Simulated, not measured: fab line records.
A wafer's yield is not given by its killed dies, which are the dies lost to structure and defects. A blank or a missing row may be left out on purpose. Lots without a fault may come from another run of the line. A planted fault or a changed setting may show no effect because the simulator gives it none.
Which tool did it? + flow sky130 + Sampling: 12 lots, 36 wafers, 3 of 708 route steps

WHAT THE GAUGES SHOWED, per wafer
SKY_METAL2_OVL_MEAS_16. Usual: for METAL2_OVL the level is -4 nm and the standard deviation is 7.5.
| lot  | measured     | on         | METAL2_OVL (nm) | flag |
|------|--------------|------------|-----------------|------|
| L518 | day 35 15:48 | overlay-01 | 11 -3 5         |      |
| L519 | day 35 23:04 | overlay-01 | 2 8 3           |      |
| L520 | day 36 01:04 | overlay-02 | 0 -9 -7         |      |
| L521 | day 36 11:00 | overlay-02 | -9 -16 -16      |      |
| L522 | day 36 19:42 | overlay-01 | -12 -9 2        |      |
| L523 | day 37 05:49 | overlay-01 | -22 -16 -16     |      |
| L524 | day 37 10:33 | overlay-02 | 4 0 -4          |      |
| L525 | day 38 01:07 | overlay-01 | -14 -7 -4       |      |
| L528 | day 39 06:18 | overlay-01 | -6 5 -1         |      |
| L532 | day 39 23:21 | overlay-01 | -14 -27 -12     |      |
| L534 | day 40 21:28 | overlay-02 | 11 0 4          |      |
| L535 | day 40 23:33 | overlay-01 | 0 6 0           |      |

WHICH TOOL RAN EACH LOT (tool, then ch and the chambers of the sampled wafers, then the start)
| lot  | SKY_METAL2_SPUTTER_00        | SKY_METAL2_SPUTTER_04        |
|------|------------------------------|------------------------------|
| L518 | pvd sputter-01, day 34 13:07 | pvd sputter-01, day 34 13:12 |
| L519 | pvd sputter-03, day 34 20:22 | pvd sputter-03, day 34 20:27 |
| L520 | pvd sputter-01, day 34 22:07 | pvd sputter-01, day 34 22:12 |
| L521 | pvd sputter-01, day 35 08:09 | pvd sputter-01, day 35 08:14 |
| L522 | pvd sputter-02, day 35 17:53 | pvd sputter-02, day 35 17:59 |
| L523 | pvd sputter-02, day 36 04:04 | pvd sputter-02, day 36 04:09 |
| L524 | pvd sputter-01, day 36 07:54 | pvd sputter-01, day 36 07:59 |
| L525 | pvd sputter-01, day 36 23:16 | pvd sputter-01, day 36 23:21 |
| L528 | pvd sputter-03, day 38 04:09 | pvd sputter-03, day 38 04:14 |
| L532 | pvd sputter-02, day 38 23:06 | pvd sputter-02, day 38 23:11 |
| L534 | pvd sputter-01, day 39 20:43 | pvd sputter-01, day 39 20:49 |
| L535 | pvd sputter-03, day 39 21:52 | pvd sputter-03, day 39 21:57 |
- SKY_METAL2_SPUTTER_00: material Ti, target thk 15 nm, time 10 s.
- SKY_METAL2_SPUTTER_04: material TiN, target thk 70 nm, time 58.3 s.

WHAT THE TOOLS THEMSELVES READ (means of the sampled wafers that have a number; where no wafer has one, the mark that the record gives instead)
SKY_METAL2_SPUTTER_00. Usual: throttle valve pct at 29.8 %, with a standard deviation of 1.
| lot  | tool           | throttle valve pct (%) | flag |
|------|----------------|------------------------|------|
| L518 | pvd sputter-01 | 29.6                   |      |
| L519 | pvd sputter-03 | 29.8                   |      |
| L520 | pvd sputter-01 | 29.6                   |      |
| L521 | pvd sputter-01 | 29.5                   |      |
| L522 | pvd sputter-02 | 30.1                   |      |
| L523 | pvd sputter-02 | 29.9                   |      |
| L524 | pvd sputter-01 | 29.5                   |      |
| L525 | pvd sputter-01 | 30.0                   |      |
| L528 | pvd sputter-03 | 30.3                   |      |
| L532 | pvd sputter-02 | 30.2                   |      |
| L534 | pvd sputter-01 | 30.0                   |      |
| L535 | pvd sputter-03 | 30.3                   |      |

SKY_METAL2_SPUTTER_04. Usual: throttle valve pct at 29.8 %, with a standard deviation of 1.
| lot  | tool           | throttle valve pct (%) | flag |
|------|----------------|------------------------|------|
| L518 | pvd sputter-01 | 29.5                   |      |
| L519 | pvd sputter-03 | 29.7                   |      |
| L520 | pvd sputter-01 | 29.6                   |      |
| L521 | pvd sputter-01 | 29.6                   |      |
| L522 | pvd sputter-02 | 30.3                   |      |
| L523 | pvd sputter-02 | 29.9                   |      |
| L524 | pvd sputter-01 | 29.4                   |      |
| L525 | pvd sputter-01 | 30.0                   |      |
| L528 | pvd sputter-03 | 30.5                   |      |
| L532 | pvd sputter-02 | 30.4                   |      |
| L534 | pvd sputter-01 | 30.2                   |      |
| L535 | pvd sputter-03 | 30.2                   |      |

THE ANSWER, worked out from the rows above alone
Rule: take the mean of a lot's wafers that have a number; if it is more than 3 standard deviations from the usual mean, the lot is off. A lot without any number at a reading at which 4 lots or more have one is off too. Where the step has rows for the other lots, those lots are counted as sound. After the gauges, taken in route order, come the tools' own readings; for these a lot's mean is taken, as printed above. The first step at which some lot is off is used, and at that step the reading that is off furthest; a lot without a number counts as furthest.
Nothing can be told from this: no lot is off at any reading shown.

WHAT WAS PUT IN BY THE SIMULATOR
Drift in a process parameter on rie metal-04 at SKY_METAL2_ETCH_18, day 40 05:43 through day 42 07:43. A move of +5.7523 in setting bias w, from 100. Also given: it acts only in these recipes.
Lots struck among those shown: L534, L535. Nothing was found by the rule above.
